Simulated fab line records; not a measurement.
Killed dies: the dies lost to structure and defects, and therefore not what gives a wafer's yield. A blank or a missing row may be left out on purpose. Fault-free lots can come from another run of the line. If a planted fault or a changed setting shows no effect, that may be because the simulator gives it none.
fab line records	flow sky130
record: lots: 24	wafers: 72	last_day: 50
route steps=708 shown RES_PROTECT@214 POLY_CUT@318 LI_CONTACT@364 CONTACT@406 VIA2@519
lots that met no fault: taken from a fault-free run of the same line
start_h: hours from the record's first day to the start of the lot's first wafer shown	wait_h: time in hours since the lot's previous step	" unchanged from the row above	L1.1+2: several wafers, shown together as one row	- no value present, or no start provided	* or withheld: withheld	< > ~ a bound
route shown NAME@n: names a module that has steps shown in the file, with the first one's number in the route	usual: mean and standard deviation over wafers with no fault	same: alike in all rows	chamber/n: place in a boat	sites: the reading at each site	_std_site: standard deviation across them	_edge_site: inner sites' mean taken away from outer sites' mean	radius_mm: how far each site lies from the wafer's centre	mask NAME#n: copy n	behind: the last tool/chamber to shape the wafer	hold: why the lot was held/for how many hours/how that ended	device: transistor that didn't switch, given as n, p or np	end of line: tests of these same wafers at the route's end	a step without rows: its recipe alone	killed: the dies lost at the first sort to structure and to defects; this is not the yield of the wafer	map: the dies of a wafer, with x for killed, . for not killed, _ for no die there
set.NAME: the setting the step ran with; set.NAME@STEP: the setting that earlier step ran with	model.NAME: the simulator's own value behind a step, which no gauge read
the route's steps for a sample of lots (tables are steps, rows are wafers)
services: from which hour (start_h, from the record's first day; less than 0 if before it) a tool's chamber was out of use, for how many hours, and why
== steps ==
step: SKY_RES_PROTECT_STRIP_07
recipe: chemistry: O2/N2	power_w: 1400	pressure_mtorr: 1500	platen_temp_c: withheld	o2_flow_sccm: 3000	n2_flow_sccm: 300	overash_fraction: 0.5
usual: drypump_motor_current_A: 5.6/0.45	oes_product_au: 0.515/0.0044	strip_time_to_endpoint_s: 23.46/0.043
lot.wafer	tool	chamber	start_h	wait_h	drypump_motor_current_A	oes_product_au	rf_hours_counter_h	strip_time_to_endpoint_s
L074.1	plasma_asher-03	1	341.02	0.1	5.2	0.519	66	23.44
L074.2	"	0	"	"	5.6	0.520	66	23.48
L074.3	"	1	"	"	5.1	0.507	-	23.44
L075.3	plasma_asher-01	0	353.40	0.1	5.3	0.513	-	23.51
L075.4	"	1	"	"	6.5	0.513	-	23.50
L075.5	"	0	"	"	5.3	0.521	-	23.50
L076.1	plasma_asher-01	1	365.16	0.1	6.5	0.503	23	23.45
L076.2	"	0	"	"	5.3	0.511	23	23.48
L076.4	"	1	"	"	6.5	0.511	-	23.47
L077.4	plasma_asher-01	1	368.55	0.1	6.5	0.511	-	23.46
L077.5	"	1	"	"	6.5	0.515	-	23.45
L077.6	"	0	"	"	5.3	0.511	-	23.47
L078.1	plasma_asher-02	0	379.11	0.1	5.4	0.510	71	23.42
L078.2	"	1	"	"	6.1	0.515	71	23.43
L078.4	"	1	"	"	6.0	0.524	-	23.45
L079.2	plasma_asher-03	0	391.31	0.1	5.6	0.518	71	23.45
L079.4	"	0	"	"	5.6	0.517	-	23.46
L079.6	"	1	"	"	5.1	0.515	-	23.41
L080.1	plasma_asher-03	1	393.87	0.1	5.2	0.523	72	23.47
L080.3	"	0	"	"	5.6	0.519	-	23.40
L080.4	"	1	"	"	5.1	0.517	-	23.46
L081.2	plasma_asher-03	0	408.91	0.1	5.6	0.511	73	23.53
L081.5	"	0	"	"	5.5	0.522	-	23.55
L081.6	"	1	"	"	5.1	0.522	-	23.49
L082.2	plasma_asher-02	0	416.76	0.1	5.4	0.514	75	23.43
L082.3	"	1	"	"	6.0	0.520	-	23.42
L082.6	"	1	"	"	6.1	0.519	-	23.45
L083.1	plasma_asher-01	1	422.21	0.1	6.5	0.519	29	23.43
L083.4	"	0	"	"	5.3	0.517	-	23.44
L083.5	"	0	"	"	5.3	0.513	-	23.46
L084.1	plasma_asher-03	1	432.62	0.1	5.1	0.513	0	23.47
L084.4	"	0	"	"	5.6	0.519	-	23.47
L084.6	"	0	"	"	5.6	0.507	-	23.51
L085.1	plasma_asher-02	1	441.02	0.1	6.0	0.509	77	23.46
L085.3	"	1	"	"	6.0	0.516	-	23.46
L085.6	"	0	"	"	5.4	0.516	-	23.52
L086.2	plasma_asher-02	0	452.76	0.1	5.4	0.517	79	23.38
L086.5	"	0	"	"	5.4	0.510	-	23.43
L086.6	"	1	"	"	6.0	0.507	-	23.43
L087.2	plasma_asher-03	1	458.16	0.1	5.1	0.516	3	23.53
L087.4	"	0	"	"	5.6	0.517	-	23.53
L087.5	"	0	"	"	5.5	0.512	-	23.54
L088.1	plasma_asher-02	0	465.87	0.1	5.4	0.520	80	23.44
L088.3	"	0	"	"	5.4	0.510	-	23.44
L088.4	"	1	"	"	6.0	0.508	-	23.44
L089.2	plasma_asher-02	0	475.97	0.1	5.4	0.514	81	23.45
L089.3	"	1	"	"	6.1	0.515	-	23.52
L089.4	"	0	"	"	5.4	0.518	-	23.53
L090.3	plasma_asher-01	1	480.50	0.1	6.5	0.522	-	23.44
L090.5	"	0	"	"	5.3	0.515	-	23.46
L090.6	"	1	"	"	6.5	0.516	-	23.52
L091.2	plasma_asher-02	1	492.87	0.1	6.0	0.521	82	23.49
L091.4	"	0	"	"	5.4	0.511	-	23.46
L091.5	"	1	"	"	6.0	0.517	-	23.47
L092.1	plasma_asher-03	1	501.11	0.1	5.1	0.517	7	23.44
L092.2	"	0	"	"	5.6	0.519	7	23.46
L092.4	"	0	"	"	5.6	0.515	-	23.48
L093.2	plasma_asher-02	1	504.20	0.1	6.1	0.518	84	23.41
L093.3	"	0	"	"	5.4	0.521	-	23.41
L093.5	"	1	"	"	6.0	0.514	-	23.38
L094.1	plasma_asher-01	0	514.46	0.1	5.3	0.513	38	23.41
L094.2	"	1	"	"	6.5	0.510	38	23.47
L094.6	"	0	"	"	5.3	0.520	-	23.44
L095.1	plasma_asher-03	1	520.06	0.1	5.2	0.511	9	23.55
L095.2	"	0	"	"	5.6	0.518	9	23.52
L095.3	"	1	"	"	5.1	0.514	-	23.52
L096.3	plasma_asher-01	1	527.84	0.1	6.5	0.515	-	23.50
L096.4	"	0	"	"	5.3	0.520	-	23.48
L096.5	"	0	"	"	5.3	0.519	-	23.47
L097.3	plasma_asher-03	1	539.65	0.1	5.1	0.511	-	23.37
L097.4	"	0	"	"	5.6	0.523	-	23.36
L097.5	"	0	"	"	5.6	0.516	-	23.39
step: SKY_POLY_CUT_ETCH_11
recipe: target: Si3N4	chemistry: CF4/CH2F2/Ar	stop_on: poly-Si	source_w: 600	bias_w: 150	pressure_mtorr: 40	cf4_flow_sccm: 40	ch2f2_flow_sccm: 20	Ar_flow_sccm: 150	time_s: 42.5	target_depth_a: 600
usual: ch2f2_flow_sccm: 20.00/0.058	drypump_motor_current_A: 5.9/0.38	oes_product_au: 0.831/0.0068	rf_fwd_power_W: 594/3	throttle_valve_pct: 14.995/0.0098
lot.wafer	tool	chamber	start_h	wait_h	ch2f2_flow_sccm	drypump_motor_current_A	oes_product_au	rf_fwd_power_W	rf_hours_counter_h	throttle_valve_pct
L074.1	rie_diel-04	2	558.81	0.0	20.02	6.0	0.828	590	16	15.000
L074.2	"	3	"	"	19.95	6.2	0.825	596	10	14.994
L074.3	"	0	"	"	20.08	5.9	0.831	595	13	14.999
L075.3	rie_diel-03	0	582.12	0.0	19.99	5.6	0.836	593	67	14.986
L075.4	"	1	"	"	20.10	6.0	0.836	593	10	15.005
L075.5	"	0	"	"	19.96	5.6	0.842	593	-	14.988
L076.1	rie_diel-02	3	586.30	0.0	19.97	5.5	0.816	589	5	14.990
L076.2	"	0	"	"	20.06	5.1	0.823	591	6	15.011
L076.4	"	1	"	"	19.94	6.4	0.830	597	9	14.995
L077.4	rie_diel-03	1	590.48	0.0	19.80	6.1	0.834	595	10	14.997
L077.5	"	2	"	"	20.02	5.5	0.828	593	-	14.993
L077.6	"	1	"	"	19.95	6.1	0.823	595	-	15.009
L078.1	rie_diel-04	1	600.96	0.0	19.96	5.6	0.818	596	2	14.990
L078.2	"	0	"	"	20.08	5.9	0.834	593	14	15.003
L078.4	"	3	"	"	19.98	6.2	0.827	594	11	14.988
L079.2	rie_diel-02	3	612.17	0.0	19.97	5.4	0.832	590	6	15.004
L079.4	"	2	"	"	19.88	6.4	0.834	595	14	14.996
L079.6	"	3	"	"	19.95	5.5	0.839	593	-	15.024
L080.1	rie_diel-03	3	614.12	0.0	20.03	5.8	0.839	593	10	14.999
L080.3	"	2	"	"	19.99	5.5	0.832	588	4	15.006
L080.4	"	3	"	"	19.99	5.9	0.834	592	-	14.988
L081.2	rie_diel-03	1	627.67	0.0	20.00	6.0	0.836	597	11	15.011
L081.5	"	3	"	"	20.04	5.8	0.836	594	-	14.980
L081.6	"	2	"	"	20.08	5.5	0.824	591	-	14.977
L082.2	rie_diel-04	3	640.66	0.0	19.99	6.2	0.830	597	11	14.990
L082.3	"	0	"	"	20.06	5.9	0.831	592	14	14.995
L082.6	"	2	"	"	19.93	6.0	0.838	586	-	14.990
L083.1	rie_diel-03	2	642.37	0.0	19.90	5.5	0.831	596	4	14.995
L083.4	"	0	"	"	19.94	5.7	0.830	593	0	14.984
L083.5	"	0	"	"	19.94	5.7	0.844	593	-	14.999
L084.1	rie_diel-02	2	651.01	0.0	19.99	6.5	0.835	595	15	15.013
L084.4	"	1	"	"	19.96	6.3	0.839	598	11	15.010
L084.6	"	1	"	"	19.91	6.3	0.832	598	-	14.999
L085.1	rie_diel-03	2	661.86	0.0	20.09	5.5	0.830	592	5	14.989
L085.3	"	3	"	"	19.93	5.8	0.829	595	11	14.990
L085.6	"	2	"	"	19.99	5.5	0.827	594	-	14.979
L086.2	rie_diel-04	2	669.91	0.0	20.05	6.0	0.833	588	18	15.005
L086.5	"	2	"	"	20.06	6.0	0.840	588	-	14.992
L086.6	"	1	"	"	19.98	5.6	0.843	595	-	15.012
L087.2	rie_diel-02	0	675.31	0.0	19.97	5.1	0.822	592	8	15.001
L087.4	"	2	"	"	20.03	6.4	0.824	597	16	14.986
L087.5	"	2	"	"	20.01	6.4	0.831	598	-	15.002
L088.1	rie_diel-02	0	682.42	0.0	20.00	5.1	0.839	592	8	14.995
L088.3	"	3	"	"	19.97	5.5	0.830	589	8	14.992
L088.4	"	1	"	"	19.96	6.3	0.831	598	12	14.985
L089.2	rie_diel-03	1	696.62	0.0	20.03	6.1	0.819	597	12	15.014
L089.3	"	0	"	"	19.91	5.7	0.821	593	1	15.012
L089.4	"	2	"	"	19.89	5.5	0.822	592	5	14.993
L090.3	rie_diel-02	1	699.32	0.0	20.05	6.3	0.831	597	12	14.987
L090.5	"	2	"	"	20.02	6.5	0.831	596	-	14.991
L090.6	"	1	"	"	20.08	6.3	0.821	595	-	14.974
L091.2	rie_diel-04	1	706.76	0.0	19.92	5.6	0.833	596	4	14.972
L091.4	"	3	"	"	20.03	6.2	0.835	597	13	14.997
L091.5	"	0	"	"	19.94	5.9	0.839	586	-	14.998
L092.1	rie_diel-02	3	711.11	0.0	20.02	5.5	0.825	593	8	14.987
L092.2	"	1	"	"	19.98	6.3	0.809	596	12	14.990
L092.4	"	0	"	"	20.01	5.1	0.828	592	9	14.987
L093.2	rie_diel-03	2	716.11	0.0	19.97	5.5	0.837	591	5	14.979
L093.3	"	1	"	"	20.00	6.0	0.836	595	12	15.016
L093.5	"	2	"	"	20.00	5.5	0.845	593	-	14.994
L094.1	rie_diel-03	3	724.02	0.0	19.95	5.9	0.839	594	12	15.002
L094.2	"	0	"	"	20.03	5.6	0.843	593	2	14.992
L094.6	"	3	"	"	20.05	5.9	0.840	596	-	15.011
L095.1	rie_diel-03	2	731.42	0.0	19.97	5.6	0.833	590	6	15.004
L095.2	"	3	"	"	19.94	5.9	0.834	598	12	15.015
L095.3	"	0	"	"	20.04	5.6	0.836	590	2	14.994
L096.3	rie_diel-03	1	737.21	0.0	20.05	6.0	0.824	597	13	14.999
L096.4	"	2	"	"	19.94	5.5	0.833	591	6	15.005
L096.5	"	2	"	"	19.98	5.5	0.831	591	-	15.003
L097.3	rie_diel-02	2	746.72	0.0	20.00	6.4	0.834	597	18	14.983
L097.4	"	3	"	"	19.95	5.4	0.831	592	10	14.981
L097.5	"	0	"	"	20.06	5.1	0.836	588	-	14.987
step: SKY_LI_CONTACT_CMP_02
recipe: material: PSG	down_force_psi: 4	platen_rpm: 60	pad_velocity_m_s: 0.94248
usual: motor_current_A: 12.1/1	time_to_endpoint_s: 32.7/2.6
lot.wafer	tool	chamber	start_h	wait_h	motor_current_A	time_to_endpoint_s
L074.3	cmp-01	2	648.90	0.0	13.5	33.1
L074.1	"	0	"	"	13.6	35.6
L074.2	"	1	"	"	12.0	33.3
L075.4	cmp-01	2	671.27	0.1	13.0	31.5
L075.3	"	0	"	"	13.2	35.0
L075.5	"	2	"	"	12.9	32.3
L076.2	cmp-02	0	676.03	0.0	10.2	36.4
L076.4	"	1	"	"	12.7	33.8
L076.1	"	3	"	"	12.0	36.6
L077.4	cmp-02	1	678.97	0.3	12.7	33.3
L077.5	"	3	"	"	12.2	32.8
L077.6	"	0	"	"	9.8	37.4
L078.4	cmp-01	2	688.60	0.0	13.5	29.9
L078.1	"	3	"	"	12.8	32.7
L078.2	"	0	"	"	13.6	31.7
L079.4	cmp-02	2	699.54	0.1	11.7	35.4
L079.2	"	3	"	"	12.1	35.7
L079.6	"	2	"	"	11.5	34.3
L080.3	cmp-02	0	702.05	0.0	10.1	37.9
L080.4	"	1	"	"	12.3	34.3
L080.1	"	3	"	"	12.4	36.1
L081.2	cmp-01	1	714.45	0.2	12.4	32.3
L081.6	"	2	"	"	12.8	31.8
L081.5	"	3	"	"	13.6	36.1
L082.3	cmp-02	1	726.45	0.1	12.6	30.6
L082.2	"	3	"	"	11.8	34.9
L082.6	"	0	"	"	10.6	37.1
L083.4	cmp-02	0	727.64	0.1	10.1	31.5
L083.1	"	1	"	"	12.9	27.4
L083.5	"	3	"	"	12.1	30.2
L084.1	cmp-01	2	736.53	0.1	12.5	32.1
L084.4	"	1	"	"	13.3	30.3
L084.6	"	3	"	"	12.4	34.6
L085.1	cmp-01	2	746.65	0.3	12.3	34.6
L085.3	"	3	"	"	13.1	36.9
L085.6	"	2	"	"	12.8	32.9
L086.2	cmp-01	3	754.20	0.0	13.0	33.7
L086.6	"	3	"	"	13.1	36.5
L086.5	"	0	"	"	13.1	35.9
L087.4	cmp-02	1	759.38	0.0	13.0	28.4
L087.2	"	2	"	"	11.0	36.4
L087.5	"	2	"	"	11.8	36.0
L088.4	cmp-02	2	766.88	0.0	12.2	32.7
L088.1	"	0	"	"	9.7	35.2
L088.3	"	1	"	"	12.5	33.1
L089.2	cmp-02	1	779.30	0.0	12.4	30.4
L089.4	"	2	"	"	10.8	34.2
L089.3	"	0	"	"	10.0	35.8
L090.3	cmp-02	2	783.19	0.4	11.8	35.5
L090.5	"	3	"	"	11.9	34.7
L090.6	"	0	"	"	9.3	35.0
L091.2	cmp-02	0	789.55	0.1	10.0	33.0
L091.4	"	1	"	"	12.6	26.6
L091.5	"	2	"	"	11.4	34.8
L092.4	cmp-02	3	793.89	0.0	12.3	35.2
L092.1	"	0	"	"	9.8	29.8
L092.2	"	1	"	"	12.4	29.8
L093.3	cmp-01	1	798.65	0.1	12.3	29.5
L093.2	"	2	"	"	13.0	29.2
L093.5	"	0	"	"	12.6	31.4
L094.1	cmp-01	3	805.70	0.1	12.5	29.6
L094.2	"	1	"	"	12.4	28.5
L094.6	"	2	"	"	12.6	30.1
L095.1	cmp-01	0	812.56	0.3	13.1	31.0
L095.3	"	1	"	"	13.1	28.6
L095.2	"	2	"	"	13.2	30.1
L096.3	cmp-01	0	818.39	0.1	12.7	35.1
L096.4	"	1	"	"	12.6	27.8
L096.5	"	2	"	"	13.0	29.9
L097.4	cmp-02	2	826.83	0.0	11.4	30.7
L097.3	"	1	"	"	11.6	28.4
L097.5	"	3	"	"	11.3	31.7
step: SKY_CONTACT_CVD_00
recipe: material: Si3N4	target_thk_nm: 75	temp_c: 400	time_s: withheld	rf_w: 450
usual: heater_power_w: 663/75	rf_fwd_power_W: 443.7/2
lot.wafer	tool	chamber	start_h	wait_h	heater_power_w	rf_fwd_power_W
L074.1	pecvd-02	1	707.83	0.0	692	446.3
L074.2	"	2	"	"	528	444.5
L074.3	"	0	"	"	654	446.4
L075.3	pecvd-02	1	729.07	0.0	673	442.9
L075.4	"	0	"	"	692	446.8
L075.5	"	1	"	"	701	442.9
L076.1	pecvd-04	2	734.73	0.0	663	443.8
L076.2	"	1	"	"	789	440.2
L076.4	"	1	"	"	811	442.3
L077.4	pecvd-02	0	737.63	0.0	771	447.1
L077.5	"	1	"	"	658	441.2
L077.6	"	2	"	"	603	442.5
L078.1	pecvd-01	0	746.13	0.0	623	442.6
L078.2	"	2	"	"	515	441.1
L078.4	"	1	"	"	676	447.9
L079.2	pecvd-01	0	756.38	0.0	694	441.5
L079.4	"	1	"	"	709	445.8
L079.6	"	2	"	"	501	440.1
L080.1	pecvd-04	1	759.43	0.0	811	441.7
L080.3	"	0	"	"	653	443.7
L080.4	"	1	"	"	770	440.9
L081.2	pecvd-02	1	770.38	0.0	685	443.3
L081.5	"	1	"	"	657	442.8
L081.6	"	2	"	"	628	443.9
L082.2	pecvd-01	0	783.13	0.0	676	446.8
L082.3	"	1	"	"	729	445.5
L082.6	"	0	"	"	684	445.8
L083.1	pecvd-04	0	784.18	0.0	584	439.8
L083.4	"	0	"	"	586	439.6
L083.5	"	1	"	"	828	442.3
L084.1	pecvd-01	2	792.78	0.0	499	441.8
L084.4	"	2	"	"	527	443.0
L084.6	"	2	"	"	535	443.9
L085.1	pecvd-04	1	802.50	0.0	787	442.4
L085.3	"	2	"	"	773	444.8
L085.6	"	1	"	"	795	442.1
L086.2	pecvd-04	2	810.09	0.0	654	445.0
L086.5	"	0	"	"	643	444.3
L086.6	"	1	"	"	710	443.0
L087.2	pecvd-02	2	814.90	0.0	604	443.0
L087.4	"	2	"	"	626	446.5
L087.5	"	1	"	"	621	442.4
L088.1	pecvd-04	2	822.93	0.0	754	445.2
L088.3	"	0	"	"	677	441.5
L088.4	"	1	"	"	743	439.0
L089.2	pecvd-02	2	835.41	0.0	555	446.6
L089.3	"	0	"	"	675	444.4
L089.4	"	2	"	"	552	446.0
L090.3	pecvd-02	1	839.12	0.0	743	444.3
L090.5	"	0	"	"	654	447.7
L090.6	"	1	"	"	748	442.1
L091.2	pecvd-01	0	843.78	0.0	572	444.6
L091.4	"	2	"	"	553	443.1
L091.5	"	0	"	"	593	443.8
L092.1	pecvd-04	0	849.12	0.0	659	441.8
L092.2	"	2	"	"	729	443.6
L092.4	"	2	"	"	750	445.8
L093.2	pecvd-02	0	852.99	0.0	745	447.4
L093.3	"	1	"	"	713	445.8
L093.5	"	2	"	"	597	441.9
L094.1	pecvd-04	1	860.23	0.0	825	441.1
L094.2	"	2	"	"	766	443.5
L094.6	"	0	"	"	545	440.7
L095.1	pecvd-01	2	867.22	0.0	615	440.6
L095.2	"	0	"	"	646	445.8
L095.3	"	1	"	"	613	446.9
L096.3	pecvd-02	0	871.57	0.0	698	445.1
L096.4	"	0	"	"	714	446.8
L096.5	"	2	"	"	597	445.4
L097.3	pecvd-04	0	881.27	0.0	628	442.0
L097.4	"	1	"	"	673	442.0
L097.5	"	0	"	"	635	444.0
step: SKY_CONTACT_SPUTTER_23
recipe: material: TiN	target_thk_nm: 20	chamber_pressure_pa: 5	power_w: 4000	time_s: 80
usual: throttle_valve_pct: 29.9/0.9
lot.wafer	tool	chamber	start_h	wait_h	throttle_valve_pct
L074.1	pvd_sputter-03	-	736.77	0.0	28.7
L074.2	"	-	"	"	29.4
L074.3	"	-	"	"	29.4
L075.3	pvd_sputter-04	-	757.55	0.0	30.5
L075.4	"	-	"	"	29.2
L075.5	"	-	"	"	29.9
L076.1	pvd_sputter-04	-	764.05	0.0	31.4
L076.2	"	-	"	"	29.3
L076.4	"	-	"	"	30.2
L077.4	pvd_sputter-03	-	766.73	0.0	30.0
L077.5	"	-	"	"	29.7
L077.6	"	-	"	"	29.3
L078.1	pvd_sputter-04	-	774.65	0.0	30.2
L078.2	"	-	"	"	29.0
L078.4	"	-	"	"	30.5
L079.2	pvd_sputter-02	-	784.55	0.0	29.0
L079.4	"	-	"	"	29.4
L079.6	"	-	"	"	28.8
L080.1	pvd_sputter-03	-	787.75	0.0	30.0
L080.3	"	-	"	"	28.5
L080.4	"	-	"	"	29.3
L081.2	pvd_sputter-03	-	798.55	0.0	29.3
L081.5	"	-	"	"	28.3
L081.6	"	-	"	"	29.6
L082.2	pvd_sputter-03	-	811.50	0.0	29.6
L082.3	"	-	"	"	29.9
L082.6	"	-	"	"	28.4
L083.1	pvd_sputter-02	-	812.58	0.0	29.6
L083.4	"	-	"	"	29.3
L083.5	"	-	"	"	28.6
L084.1	pvd_sputter-04	-	820.23	0.0	29.9
L084.4	"	-	"	"	29.3
L084.6	"	-	"	"	30.7
L085.1	pvd_sputter-03	-	830.25	0.0	29.7
L085.3	"	-	"	"	29.4
L085.6	"	-	"	"	28.8
L086.2	pvd_sputter-04	-	837.17	0.0	30.6
L086.5	"	-	"	"	31.5
L086.6	"	-	"	"	30.6
L087.2	pvd_sputter-04	-	842.85	0.0	30.6
L087.4	"	-	"	"	31.7
L087.5	"	-	"	"	31.5
L088.1	pvd_sputter-02	-	850.05	0.0	31.2
L088.3	"	-	"	"	29.2
L088.4	"	-	"	"	29.1
L089.2	pvd_sputter-03	-	862.53	0.0	28.2
L089.3	"	-	"	"	29.6
L089.4	"	-	"	"	29.5
L090.3	pvd_sputter-04	-	866.00	0.0	31.4
L090.5	"	-	"	"	29.7
L090.6	"	-	"	"	30.7
L091.2	pvd_sputter-04	-	870.99	0.0	30.1
L091.4	"	-	"	"	30.8
L091.5	"	-	"	"	29.4
L092.1	pvd_sputter-04	-	876.28	0.0	30.7
L092.2	"	-	"	"	29.1
L092.4	"	-	"	"	31.7
L093.2	pvd_sputter-04	-	879.81	0.0	31.4
L093.3	"	-	"	"	30.2
L093.5	"	-	"	"	30.5
L094.1	pvd_sputter-02	-	887.64	0.0	31.2
L094.2	"	-	"	"	28.9
L094.6	"	-	"	"	28.9
L095.1	pvd_sputter-03	-	893.31	0.0	28.8
L095.2	"	-	"	"	29.5
L095.3	"	-	"	"	29.8
L096.3	pvd_sputter-04	-	898.46	0.0	31.7
L096.4	"	-	"	"	30.1
L096.5	"	-	"	"	30.7
L097.3	pvd_sputter-04	-	908.30	0.0	29.3
L097.4	"	-	"	"	29.7
L097.5	"	-	"	"	30.5
step: SKY_VIA2_CD_MEAS_12
recipe: target_cd_nm: 200
usual: cd_nm: 200.2/1.4
lot.wafer	tool	chamber	start_h	wait_h	cd_nm
L074.1	cd_sem-01	-	848.82	-	199.4
L074.2	"	-	"	"	199.3
L074.3	"	-	"	"	199.6
L075.3	cd_sem-01	-	868.16	-	198.5
L075.4	"	-	"	"	196.8
L075.5	"	-	"	"	198.6
L076.1	cd_sem-01	-	873.87	-	203.4
L076.2	"	-	"	"	203.5
L076.4	"	-	"	"	202.4
L077.4	cd_sem-02	-	876.02	-	198.1
L077.5	"	-	"	"	198.1
L077.6	"	-	"	"	198.6
L078.1	cd_sem-01	-	883.52	-	199.9
L078.2	"	-	"	"	198.5
L078.4	"	-	"	"	198.0
L079.2	cd_sem-01	-	894.14	-	203.3
L079.4	"	-	"	"	202.0
L079.6	"	-	"	"	200.9
L080.1	cd_sem-02	-	896.11	-	198.3
L080.3	"	-	"	"	199.9
L080.4	"	-	"	"	199.7
L081.2	cd_sem-01	-	908.09	-	200.5
L081.5	"	-	"	"	201.7
L081.6	"	-	"	"	199.3
L082.2	cd_sem-01	-	919.09	-	200.6
L082.3	"	-	"	"	199.7
L082.6	"	-	"	"	200.0
L083.1	cd_sem-02	-	919.42	-	198.3
L083.4	"	-	"	"	199.3
L083.5	"	-	"	"	199.5
L084.1	cd_sem-01	-	927.57	-	199.6
L084.4	"	-	"	"	198.5
L084.6	"	-	"	"	200.8
L085.1	cd_sem-01	-	935.96	-	199.2
L085.3	"	-	"	"	199.7
L085.6	"	-	"	"	199.8
L086.2	cd_sem-02	-	943.19	-	201.5
L086.5	"	-	"	"	200.2
L086.6	"	-	"	"	201.6
L087.2	cd_sem-01	-	948.98	-	202.3
L087.4	"	-	"	"	201.7
L087.5	"	-	"	"	203.0
L088.1	cd_sem-01	-	957.12	-	200.1
L088.3	"	-	"	"	200.9
L088.4	"	-	"	"	200.5
L089.2	cd_sem-01	-	968.14	-	200.3
L089.3	"	-	"	"	201.4
L089.4	"	-	"	"	200.6
L090.3	cd_sem-02	-	971.61	-	200.6
L090.5	"	-	"	"	201.2
L090.6	"	-	"	"	202.6
L091.2	cd_sem-01	-	976.98	-	198.1
L091.4	"	-	"	"	199.4
L091.5	"	-	"	"	199.7
L092.1	cd_sem-01	-	982.21	-	197.1
L092.2	"	-	"	"	199.0
L092.4	"	-	"	"	197.6
L093.2	cd_sem-01	-	984.88	-	201.5
L093.3	"	-	"	"	201.0
L093.5	"	-	"	"	199.9
L094.1	cd_sem-02	-	992.12	-	201.5
L094.2	"	-	"	"	198.6
L094.6	"	-	"	"	199.2
L095.1	cd_sem-01	-	997.27	-	201.7
L095.2	"	-	"	"	199.8
L095.3	"	-	"	"	201.2
L096.3	cd_sem-02	-	1002.71	-	201.8
L096.4	"	-	"	"	201.4
L096.5	"	-	"	"	199.9
L097.3	cd_sem-01	-	1012.06	-	199.8
L097.4	"	-	"	"	199.7
L097.5	"	-	"	"	199.1
== services ==
tool	chamber	start_h	hours	kind
rie_diel-03	0	333.01	12.0	repair
rie_diel-03	-	339.80	1.3	repair
cmp-02	-	378.69	0.8	repair
cmp-02	-	385.72	12.8	repair
cmp-02	-	404.00	4.0	pm
cmp-02	-	440.41	0.2	repair
pvd_sputter-04	-	480.37	1.3	repair
cmp-02	-	490.18	0.7	repair
cmp-02	-	526.71	0.9	repair
cmp-02	-	545.37	10.7	pm
cmp-02	-	560.26	0.5	repair
cmp-02	-	562.35	0.4	repair
cmp-02	-	583.84	0.2	repair
cmp-02	-	595.50	4.0	pm
cmp-02	-	619.18	1.1	repair
cmp-02	-	627.48	1.0	repair
cmp-02	-	634.20	7.2	pm
cmp-02	-	686.91	2.5	repair
cmp-02	-	744.00	4.0	pm
cmp-02	-	799.76	2.8	repair
cmp-02	-	800.13	14.2	repair
pvd_sputter-04	-	805.26	3.7	repair
cmp-02	-	808.29	1.1	repair
cmp-02	-	809.55	0.8	repair
== key ==
fault none
